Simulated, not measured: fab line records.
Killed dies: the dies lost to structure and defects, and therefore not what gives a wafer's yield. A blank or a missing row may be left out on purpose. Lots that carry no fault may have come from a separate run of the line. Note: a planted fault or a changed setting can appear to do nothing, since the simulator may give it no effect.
2 desks, one fault | flow sfq-line | every desk sees just its own numbers, and what lay behind them comes last

## THE TOOL OWNER'S DESK: pvd-sputter-04
The tool's own readings at SFQ_TRILAYER_JJ_TRILAYER_DEP_SPUTTER_112 (material Nb, target thk 170 nm, time 113.3 s): means of the sampled wafers that have a number, for each lot that ran on this tool. If a lot's mean is further than 4 standard deviations from the usual mean, the lot is out of limits and carries the mark OUT (the distance appears in the brackets).
Columns: A = throttle-valve-pct at SFQ_TRILAYER_JJ_TRILAYER_DEP_SPUTTER_112, usual 30.2 %
lot  | first seen here | A
L733 | day 50 17:25    | 30.2
L734 | day 51 10:53    | 31.1
L739 | day 51 21:29    | 29.9
L743 | day 52 02:28    | 31.2
L745 | day 57 03:44    | 30.3
L747 | day 58 22:17    | 31.3
L749 | day 59 09:44    | 30.2
This desk's verdict: no lot among the 7 shows anything out of limits.

## AT THE METROLOGY DESK
Means of the sampled wafers that have a number, per lot and without regard to the tool the lot ran on: this is what the gauges read. If a lot's mean is further than 4 standard deviations from the usual mean, the lot is out of limits and carries the mark OUT (the distance appears in the brackets).
Columns: A = JJ_NB_RS at SFQ_JJ_RS_MEAS_929, usual 1.057 ohm/sq; B = M7_OVL at SFQ_M7_OVL_MEAS_945, usual 0 nm; C = M8_OVL at SFQ_M8_OVL_MEAS_948, usual 0 nm
lot  | first seen here | A                | B  | C
L731 | day 50 03:08    | 1.075            | -6 | 4
L732 | day 50 16:19    | 1.052            | -3 | 11
L733 | day 50 17:30    | 1.048            | -3 | -2
L734 | day 51 10:58    | 1.050            | 1  | 4
L738 | day 51 19:46    | 1.070            | -0 | -9
L739 | day 51 21:35    | 1.055            | -4 | -8
L742 | day 52 00:37    | 1.077            | 3  | 2
L743 | day 52 02:33    | 1.060            | -3 | 1
L744 | day 52 08:32    | 1.039            | 0  | -1
L745 | day 57 03:50    | 1.047            | 11 | -7
L747 | day 58 22:26    | 1.134 (+4.5) OUT | -2 | -2
L748 | day 59 06:43    | 1.048            | 5  | 4
L749 | day 59 09:49    | 1.141 (+4.9) OUT | 1  | -2
L753 | day 60 04:58    | 1.059            | -7 | 9
This desk reports L747, L749 out of limits; the earliest was L747 at day 58 22:26 (JJ_NB_RS at SFQ_JJ_RS_MEAS_929). L731, L732, L733, L734, L738, L739, L742, L743, L744, L745, L748, L753 stayed within limits.

## PUT TOGETHER
The metrology desk could have raised an alarm at day 58 22:26, on L747, L749.
Nothing out of limits was seen by the tool owner's desk.
The tool owner's desk has L747, L749 on record, within its limits.
On pvd-sputter-04, each named lot ran SFQ_TRILAYER_JJ_TRILAYER_DEP_SPUTTER_112.

## WHAT THE SIMULATOR PUT IN
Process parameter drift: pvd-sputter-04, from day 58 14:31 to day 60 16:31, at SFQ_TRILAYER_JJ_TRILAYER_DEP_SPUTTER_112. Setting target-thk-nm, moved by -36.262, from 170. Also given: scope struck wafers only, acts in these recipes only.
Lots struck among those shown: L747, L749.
Per desk, hours elapsed from the start of the fault to the first reading out of limits: for the metrology desk, 8.
